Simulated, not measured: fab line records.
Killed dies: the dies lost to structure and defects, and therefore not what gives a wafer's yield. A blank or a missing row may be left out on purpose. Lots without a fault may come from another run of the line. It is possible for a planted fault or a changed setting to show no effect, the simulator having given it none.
fab line records	flow sky130
record lots=5	wafers=15	lastDay=50
route steps=708 shown SONOS_TUNNEL@160 SONOS_ONO@168 GATE_OXIDE@187 PAD_OPEN@708
lots with no fault: from the same line, run without faults
startH: start of the lot's first displayed wafer, in hours after the record's first day	waitH: time in hours since the lot's previous step	" as in the row above	L1.1+2: one row covering several wafers at once	- no value, or no start given	* or withheld: withheld	< > ~ a bound
route shown NAME@n: NAME is a module with steps in the file, n the number in the route of the first one	usual: the fault-free wafers' mean and standard deviation	same: alike in all rows	chamber/n: place in a boat	sites: each site's reading	_std_site: how widely they spread, as a standard deviation	_edge_site: mean of outer sites minus mean of inner sites	radiusMm: how far each site lies from the wafer's centre	mask NAME#n: copy n	behind: tool/chamber where the wafer was last shaped	hold: what put the lot on hold/how long, in hours/how the hold closed	device: names the non-switching transistor (n, p or np)	end of line: the tests these same wafers got at the end of their route	a step without rows: its recipe alone	killed: not the wafer's yield, but the dies lost to structure and defects at the first sort	map: a wafer's dies, x killed, . not, _ none there
set.NAME: setting as actually run; set.NAME@STEP: the setting as run at that earlier step	model.NAME: the simulator's own value behind a step, which no gauge read
lots at some steps of the route; a table a step, a row a wafer
services: when a tool's chamber went out of use (startH, in hours from the record's first day, below 0 if earlier), for how many hours, and the reason
## steps
# step SKY_SONOS_TUNNEL_DEVELOP_06
# recipe resist=NOVOLAK	developer=TMAH	developTimeS=60	devTempC=23
# step SKY_SONOS_TUNNEL_IMPLANT_09
# recipe species=B	energyKev=20	doseCm2=1e+12	tiltDeg=withheld
# step SKY_SONOS_TUNNEL_WET_ETCH_10
# recipe chemistry=dHF	targetDepthNm=14	target=SiO2	dilution=100:1	tempC=25	timeS=280
# step SKY_SONOS_TUNNEL_STRIP_11
# recipe chemistry=SPM	timeS=600	tempC=130
# step SKY_SONOS_TUNNEL_CLEAN_13
# recipe chemistry=dHF	timeS=20	dilution=100:1	dry=ipaMarangoni
# step SKY_SONOS_ONO_OXIDATION_00
# recipe tempC=800	ambient=O2	idleTempC=700	rampUpCPerMin=10	rampDownCPerMin=3	stabiliseS=600	purgeS=300	targetThkA=26	oxTimeS=1249
# step SKY_SONOS_ONO_CVD_02
# recipe material=Si3N4	precursor=DCS/NH3	targetThkNm=10.5	tempC=770	timeS=180	pressureMtorr=250
# step SKY_SONOS_ONO_CVD_04
# recipe material=SiO2	precursor=SiH4/N2O	targetThkNm=5.7199	tempC=900	pressureMtorr=400
# usual zonePowerBottomPct=28.0/2.8
lot.wafer	tool	chamber	startH	waitH	zonePowerBottomPct	model.SiO2_of_SONOS_ONO_CVD_04.thkNm
L814.1	lpcvd-03	0	345.14	0.1	31.3	5.794
L814.2	"	0	"	"	31.4	5.802
L814.4	"	0	"	"	31.1	5.757
L817.4	lpcvd-03	0	366.25	0.0	31.4	8.358
L817.5	"	0	"	"	31.3	8.376
L817.6	"	0	"	"	31.0	8.314
L818.2	lpcvd-03	1	375.65	0.0	26.0	8.253
L818.4	"	1	"	"	25.5	8.314
L818.5	"	1	"	"	25.7	8.237
L819.1	lpcvd-03	0	380.34	0.1	32.0	8.304
L819.3	"	0	"	"	31.6	8.382
L819.6	"	0	"	"	31.2	8.303
L826.1	lpcvd-03	1	437.50	0.1	25.4	5.814
L826.4	"	1	"	"	25.5	5.699
L826.6	"	1	"	"	25.6	5.756
# step SKY_SONOS_ONO_THK_MEAS_05
# recipe reads=SiO2_of_SONOS_ONO_CVD_04
# usual SONOS_ONO_CVD_04_THK=5.73/0.1
lot.wafer	tool	chamber	startH	waitH	SONOS_ONO_CVD_04_THK[nm]
L814.1	filmMetro-01	-	346.39	0.0	5.80
L814.2	"	-	"	"	5.81
L814.4	"	-	"	"	5.80
L817.4	filmMetro-01	-	367.53	0.0	8.33
L817.5	"	-	"	"	8.43
L817.6	"	-	"	"	8.37
L818.2	filmMetro-04	-	376.91	0.0	8.29
L818.4	"	-	"	"	8.30
L818.5	"	-	"	"	8.23
L819.1	filmMetro-01	-	381.59	0.0	8.30
L819.3	"	-	"	"	8.42
L819.6	"	-	"	"	8.25
L826.1	filmMetro-01	-	438.75	0.0	5.77
L826.4	"	-	"	"	5.69
L826.6	"	-	"	"	5.76
# step SKY_SONOS_ONO_DEHYDRATE_06
# recipe tempC=200	timeS=60
# step SKY_SONOS_ONO_HMDS_07
# recipe primeTimeS=60	primeTempC=120
# step SKY_SONOS_ONO_COAT_08
# recipe resist=NOVOLAK	spinRpm=3000	resistThkNm=1140
# step SKY_SONOS_ONO_SOFTBAKE_09
# recipe tempC=90	timeS=60	resist=NOVOLAK
# step SKY_SONOS_ONO_EXPOSE_10
# recipe maskId=ONOM	targetCdNm=410	na=0.6	sourceShape=conventional	sigmaOuter=0.6	doseMj=150
# step SKY_SONOS_ONO_PEB_11
# recipe tempC=withheld	timeS=*	resist=NOVOLAK
# step SKY_SONOS_ONO_DEVELOP_12
# recipe developTimeS=60	devTempC=23
# step SKY_SONOS_ONO_ETCH_15
# recipe targetDepthNm=19.52	chemistry=CHF3/O2	sourceW=600	biasW=200	pressureMtorr=40	chf3FlowSccm=50	O2_flow_sccm=5	timeS=7.8
# step SKY_SONOS_ONO_WET_ETCH_16
# recipe chemistry=dHF	targetDepthNm=14	dry=n2Spin	target=SiO2	dilution=100:1	tempC=25	timeS=280
# step SKY_SONOS_ONO_STRIP_17
# recipe chemistry=O2/N2	powerW=1400	pressureMtorr=1500	platenTempC=withheld	o2FlowSccm=3000	n2FlowSccm=300	overashFraction=0.5
# step SKY_SONOS_ONO_WET_ETCH_18
# recipe chemistry=H3PO4	targetDepthNm=15	target=Si3N4	tempC=160	timeS=172
# step SKY_GATE_OXIDE_CLEAN_00
# recipe chemistry=SC1/SC2	mix=1:4:20	tempC=70	timeS=150	dry=n2Spin
# step SKY_GATE_OXIDE_OXIDATION_01
# recipe tempC=900	ambient=O2	stabiliseS=600	purgeS=300	targetThkA=102.68	oxTimeS=1473
# step SKY_GATE_OXIDE_DEHYDRATE_03
# recipe tempC=200	timeS=60
# step SKY_GATE_OXIDE_HMDS_04
# recipe primeTimeS=60	primeTempC=120
# step SKY_GATE_OXIDE_COAT_05
# recipe resist=NOVOLAK	spinRpm=3000	resistThkNm=1140
# step SKY_GATE_OXIDE_SOFTBAKE_06
# recipe tempC=90	timeS=60	resist=NOVOLAK
# step SKY_GATE_OXIDE_EXPOSE_07
# recipe maskId=LVOM	na=0.6	sourceShape=conventional	sigmaOuter=0.6	polarization=unpolarized	targetCdNm=600	doseMj=170
# step SKY_GATE_OXIDE_PEB_08
# recipe tempC=withheld	timeS=*	resist=NOVOLAK
# step SKY_GATE_OXIDE_DEVELOP_09
# recipe resist=NOVOLAK	developer=TMAH	developTimeS=60	devTempC=23
# step SKY_GATE_OXIDE_IMPLANT_11
# recipe species=B	energyKev=10	doseCm2=2.6e+12	tiltDeg=withheld
# step SKY_GATE_OXIDE_WET_ETCH_12
# recipe chemistry=dHF	targetDepthNm=16.8	dry=n2Spin	target=SiO2	dilution=100:1	tempC=25	timeS=336
# step SKY_GATE_OXIDE_STRIP_13
# recipe chemistry=O2/N2	powerW=1400	pressureMtorr=1500	platenTempC=withheld	o2FlowSccm=3000	n2FlowSccm=300	overashFraction=0.5
# step SKY_GATE_OXIDE_CLEAN_15
# recipe chemistry=SC1/SC2	mix=1:4:20	tempC=70	timeS=150	dry=n2Spin
lot.wafer	tool	chamber	startH	waitH	model.SiO2_of_SONOS_ONO_CVD_04.thkNm
L814.1	wetBench-03	0	405.55	0.1	4.286
L814.2	"	0	"	"	4.291
L814.4	"	0	"	"	4.246
L817.4	wetBench-03	3	429.30	0.0	6.845
L817.5	"	3	"	"	6.868
L817.6	"	3	"	"	6.8
L818.2	wetBench-01	1	438.52	0.0	6.706
L818.4	"	1	"	"	6.767
L818.5	"	1	"	"	6.694
L819.1	wetBench-04	1	444.38	0.1	6.772
L819.3	"	1	"	"	6.847
L819.6	"	1	"	"	6.771
L826.1	wetBench-01	2	503.60	0.1	4.294
L826.4	"	2	"	"	4.185
L826.6	"	2	"	"	4.238
# step SKY_PAD_OPEN_PROBE_99
# usual killed_at_M0_to_M3=42/6.9	killed_at_M4_up=3.2/1.7	killedAtContacts=23/5.5	killedAtFrontEnd=16/4	killedAtOther=0.4/0.55	killedDies=85/9.2	killedOpen=46/6.8	killedShort=38/6.2
# same grossDies=492	killedAtBackSide=0
lot.wafer	tool	chamber	startH	waitH	killed_at_M0_to_M3	killed_at_M4_up	killedAtContacts	killedAtFrontEnd	killedAtOther	killedDies	killedOpen	killedShort
L818.2	prober-01	-	1163.36	0.1	31	5	29	15	0	80	47	33
L818.4	prober-01	-	1163.46	0.2	49	6	27	21	0	103	61	42
L818.5	prober-01	-	1163.51	0.2	41	2	28	15	0	86	43	43
L819.1	prober-02	-	1171.11	0.1	39	4	29	19	0	91	48	42
L819.3	prober-02	-	1171.21	0.2	37	3	31	20	0	91	55	35
L819.6	prober-02	-	1171.36	0.2	42	3	24	21	0	90	34	55
L826.1	prober-01	-	1200.66	0.1	36	2	20	18	0	76	40	36
L826.4	prober-01	-	1200.81	0.2	33	1	35	19	1	89	51	36
L826.6	prober-01	-	1200.91	0.2	41	1	18	18	1	79	44	35
# killed by level:class
L818.2 LI_CONTACT:geometricParticle:open=8 VIA2:geometricParticle:open=8 CONTACT:geometricParticle:open=7 POLY_GATE:geometricParticle:short=6 VIA1:geometricParticle:open=6 VIA3:geometricParticle:open=5 LOCAL_INTERCONNECT:geometricParticle:short=5 LI_CONTACT:geometricParticle:short=4
L818.4 CONTACT:geometricParticle:open=12 VIA2:geometricParticle:open=9 FIELD_ISO:geometricParticle:open=8 VIA1:geometricParticle:open=8 METAL2:geometricParticle:short=8 VIA3:geometricParticle:open=7 LI_CONTACT:geometricParticle:open=7 CONTACT:geometricParticle:short=5
L818.5 CONTACT:geometricParticle:open=11 METAL1:geometricParticle:short=7 VIA2:geometricParticle:open=7 LOCAL_INTERCONNECT:geometricParticle:short=6 VIA1:geometricParticle:open=6 POLY_GATE:geometricParticle:short=5 CONTACT:geometricParticle:short=5 VIA1:geometricParticle:short=5
L819.1 CONTACT:geometricParticle:open=11 VIA1:geometricParticle:open=9 METAL2:geometricParticle:short=8 POLY_GATE:geometricParticle:open=7 LI_CONTACT:geometricParticle:open=7 POLY_GATE:geometricParticle:short=6 VIA3:geometricParticle:open=6 LOCAL_INTERCONNECT:geometricParticle:short=5
L819.3 CONTACT:geometricParticle:open=11 FIELD_ISO:geometricParticle:open=10 LI_CONTACT:geometricParticle:open=10 VIA1:geometricParticle:open=6 VIA2:geometricParticle:open=6 VIA3:geometricParticle:open=6 CONTACT:geometricParticle:short=5 VIA1:geometricParticle:short=5
L819.6 FIELD_ISO:geometricParticle:short=13 VIA1:geometricParticle:open=13 CONTACT:geometricParticle:open=9 LOCAL_INTERCONNECT:geometricParticle:short=8 VIA1:geometricParticle:short=7 VIA3:geometricParticle:short=6 METAL2:geometricParticle:short=5 VIA3:geometricParticle:open=5
L826.1 VIA1:geometricParticle:open=12 CONTACT:geometricParticle:open=8 FIELD_ISO:geometricParticle:open=6 FIELD_ISO:geometricParticle:short=6 LOCAL_INTERCONNECT:geometricParticle:short=5 METAL1:geometricParticle:short=4 POLY_GATE:geometricParticle:short=4 VIA3:geometricParticle:open=4
L826.4 LI_CONTACT:geometricParticle:open=11 CONTACT:geometricParticle:open=11 LOCAL_INTERCONNECT:geometricParticle:short=8 FIELD_ISO:geometricParticle:open=6 VIA3:geometricParticle:open=6 VIA1:geometricParticle:short=6 VIA2:geometricParticle:open=5 VIA1:geometricParticle:open=5
L826.6 CONTACT:geometricParticle:open=9 METAL1:geometricParticle:short=6 VIA1:geometricParticle:open=6 VIA2:geometricParticle:open=6 VIA3:geometricParticle:open=6 POLY_GATE:geometricParticle:open=5 METAL2:geometricParticle:short=5 FIELD_ISO:geometricParticle:short=4
## services
tool	chamber	startH	hours	kind
wetBench-03	-	374.61	2.5	repair
wetBench-01	-	397.78	1.9	pm
lpcvd-03	-	456.88	0.6	repair
lpcvd-03	-	474.01	0.8	repair
## key
firstSign step=SKY_SONOS_ONO_THK_MEAS_05	reading=SONOS_ONO_CVD_04_THK	direction=up	sigmas=26	usual=5.73	struck=8.33
effect none on later readings
modelEffect step=SKY_SONOS_ONO_CVD_04	value=SiO2_of_SONOS_ONO_CVD_04.thkNm	without=5.655	struck=8.316
modelEffect step=SKY_GATE_OXIDE_CLEAN_15	value=SiO2_of_SONOS_ONO_CVD_04.thkNm	without=4.125	struck=6.786
metAt SKY_SONOS_ONO_CVD_04
struckWafers L817.4,L817.5,L817.6,L818.2,L818.4,L818.5,L819.1,L819.3,L819.6
testerLeftOut L817,L818,L819
onsetBetween 345.14 366.25
fault kind=processParameterDrift	tool=lpcvd-03	chamber=-	onsetH=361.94	steps=SKY_SONOS_ONO_CVD_04	channel=targetThkNm	offset=2.6608	shape=step	endH=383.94	stated=5.7199
# testerLeftOut: of these lots the tester's yield and bins aren't shown, on N5 and GAA mostly nor the transistor test; their killed dies are dies lost to structure and defects alone, not to doping, threshold or leakage, so they don't give the yield
